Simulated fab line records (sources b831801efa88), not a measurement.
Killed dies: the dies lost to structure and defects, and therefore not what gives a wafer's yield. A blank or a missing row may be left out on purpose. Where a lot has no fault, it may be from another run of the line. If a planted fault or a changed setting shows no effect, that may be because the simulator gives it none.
2 desks looking at one fault / flow gf180mcu / only its own numbers are on each desk; what lay behind them is given at the end

FROM THE METROLOGY DESK
Lot by lot, what the gauges showed, no matter which tool ran the lot: averages of those sampled wafers that carry a number. A lot is out of limits, marked OUT, if its mean lies more than 4 standard deviations from the usual mean; the brackets give that distance.
Columns: A = INCOMING_BOW at GF_STI_BOW_MEAS_00, usual 1 um; B = DUAL_GATE_OXIDATION_00_THK at GF_DUAL_GATE_THK_MEAS_03, usual 10.98 nm; C = V1_CVD_00_THK at GF_V1_THK_MEAS_01, usual 600 nm
lot=L329; first seen here=day 1 10:00; A=-1; B=10.79; C=594
lot=L330; first seen here=day 1 15:01; A=-3; B=10.99; C=590
lot=L332; first seen here=day 2 01:01; A=0; B=10.92; C=605
lot=L333; first seen here=day 2 06:00; A=-2; B=11.15; C=598
lot=L336; first seen here=day 2 21:00; A=2; B=10.89; C=612
lot=L337; first seen here=day 3 02:00; A=-5; B=10.83; C=589
lot=L340; first seen here=day 3 17:02; A=3; B=11.04; C=596
lot=L341; first seen here=day 3 22:01; A=-1; B=11.01; C=603
lot=L343; first seen here=day 4 08:04; A=-1; B=10.90; C=600
lot=L344; first seen here=day 4 13:02; A=1; B=14.09 (+15) OUT; C=601
lot=L346; first seen here=day 4 23:01; A=-3; B=14.51 (+17) OUT; C=594
lot=L352; first seen here=day 6 05:01; A=3; B=10.85; C=600
This desk's finding: out of limits on L344, L346; first on L344, day 11 23:56 (DUAL_GATE_OXIDATION_00_THK at GF_DUAL_GATE_THK_MEAS_03). In limits: L329, L330, L332, L333, L336, L337, L340, L341, L343, L352.

THE TOOL OWNER'S DESK: furnace-01
The tool's own readings at GF_DUAL_GATE_OXIDATION_02 (stabilise 600 s, purge 300 s, target thk 10.887 nm): means of the sampled wafers that have a number, for each lot that ran on this tool. A lot is out of limits, marked OUT, if its mean lies more than 4 standard deviations from the usual mean; the brackets give that distance. Of its 8 readings 7 are shown: the one that was out of limits first, and those that lie furthest out on some lot.
Columns: A = spike-tc-bottom-C at GF_DUAL_GATE_OXIDATION_02, usual 918.7 C; B = spike-tc-centre-C at GF_DUAL_GATE_OXIDATION_02, usual 899.8 C; C = spike-tc-lower-C at GF_DUAL_GATE_OXIDATION_02, usual 901.0 C; D = spike-tc-top-C at GF_DUAL_GATE_OXIDATION_02, usual 910.4 C; E = spike-tc-upper-C at GF_DUAL_GATE_OXIDATION_02, usual 900.3 C; F = tube-center-temp-C at GF_DUAL_GATE_OXIDATION_02, usual 900 C; G = tube_center_temp_C_max at GF_DUAL_GATE_OXIDATION_02, usual 902.4
lot=L329; first seen here=day 7 17:53; A=918.5; B=900.2; C=901.1; D=909.4; E=900.6; F=900; G=902.6
lot=L332; first seen here=day 8 13:51; A=918.2; B=901.3; C=900.8; D=909.1; E=899.8; F=900; G=902.2
lot=L336; first seen here=day 9 21:11; A=917.9; B=900.3; C=900.9; D=908.8; E=900.8; F=900; G=902.6
lot=L337; first seen here=day 10 01:25; A=917.7; B=900.1; C=902.1; D=910.7; E=900.0; F=900; G=902.0
lot=L340; first seen here=day 10 20:25; A=917.2; B=899.8; C=901.5; D=908.5; E=899.7; F=900; G=902.5
lot=L344; first seen here=day 11 22:28; A=945.6 (+22) OUT; B=928.0 (+24) OUT; C=928.1 (+25) OUT; D=935.3 (+17) OUT; E=928.0 (+29) OUT; F=927 (+99 or more) OUT; G=929.5 (+69) OUT
lot=L346; first seen here=day 12 10:38; A=945.8 (+23) OUT; B=927.9 (+23) OUT; C=928.3 (+25) OUT; D=935.0 (+16) OUT; E=927.0 (+28) OUT; F=927 (+99 or more) OUT; G=929.5 (+70) OUT
Finding of this desk: L344, L346 out of limits; the first was L344 at day 11 22:28, on spike-tc-bottom-C at GF_DUAL_GATE_OXIDATION_02. In limits: L329, L332, L336, L337, L340.

TAKEN TOGETHER
At day 11 22:28, on L344, L346, the tool owner's desk was in a position to raise an alarm.
At day 11 23:56 the metrology desk could have sounded an alarm, on L344, L346.
On furnace-01, each named lot ran GF_DUAL_GATE_OXIDATION_02.

WHAT HAD BEEN PUT IN BY THE SIMULATOR
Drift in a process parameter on furnace-01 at GF_DUAL_GATE_OXIDATION_02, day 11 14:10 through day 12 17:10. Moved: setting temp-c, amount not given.
Struck lots among those shown: L344, L346.
Hours from the fault's start to each desk's first reading out of limits: the tool owner's desk, 8; the metrology desk, 10.
